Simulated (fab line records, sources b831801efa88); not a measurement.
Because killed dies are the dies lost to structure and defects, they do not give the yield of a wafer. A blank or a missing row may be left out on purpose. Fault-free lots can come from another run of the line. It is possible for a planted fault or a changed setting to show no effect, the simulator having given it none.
Which tool did it?	flow gf180mcu	6 lots with 18 wafers sampled at 2 steps, on a route of 602 steps

## WHAT THE GAUGES SHOWED, per wafer
GF_STI_THK_MEAS_22.
lot	measured	on	STI_OXIDATION_01_THK (nm)
L445	day 2 18:38	film-metro-02	15.26 15.35 15.38
L453	day 4 12:02	film-metro-04	15.27 15.02 14.89
L456	day 5 04:31	film-metro-02	15.14 15.02 15.14
L459	day 5 20:45	film-metro-04	15.03 14.97 14.91
L461	day 6 07:20	film-metro-03	15.10 15.00 15.19
L464	day 6 20:36	film-metro-03	14.74 14.80 14.99

## WHICH TOOL RAN EACH LOT (tool, then ch and the chambers of the sampled wafers, then the start)
lot	GF_STI_ETCH_14
L445	rie-si-02 ch 0,1,2, day 2 16:52
L453	rie-si-01 ch 0,1,2, day 4 09:40
L456	rie-si-02 ch 0,3, day 5 01:28
L459	rie-si-02 ch 1,2,3, day 5 18:41
L461	rie-si-02 ch 0,1,2, day 6 04:43
L464	rie-si-01 ch 0,1,3, day 6 18:31
- GF_STI_ETCH_14: etches Si in HBr/Cl2/O2, target depth 360 nm, time 102.9 s.

## THE ANSWER, worked out from the rows above alone
Rule: usual is defined by the lots themselves. Put in order of their means at a reading, lots are off if they are a third of the lots or fewer, leave a main group of 4 or more, and stand apart from it by a gap of 3 or more times the standard deviation of the main group's means; of several such gaps the widest counts. Not used: any main group whose means are identical at the precision the tables above print for the reading. A lot without any number at a reading at which 4 lots or more have one is off too. All remaining lots with rows at the step are treated as sound.
No lot is off on any of the readings shown, so nothing can be concluded from this.

## WHAT THE SIMULATOR PUT IN
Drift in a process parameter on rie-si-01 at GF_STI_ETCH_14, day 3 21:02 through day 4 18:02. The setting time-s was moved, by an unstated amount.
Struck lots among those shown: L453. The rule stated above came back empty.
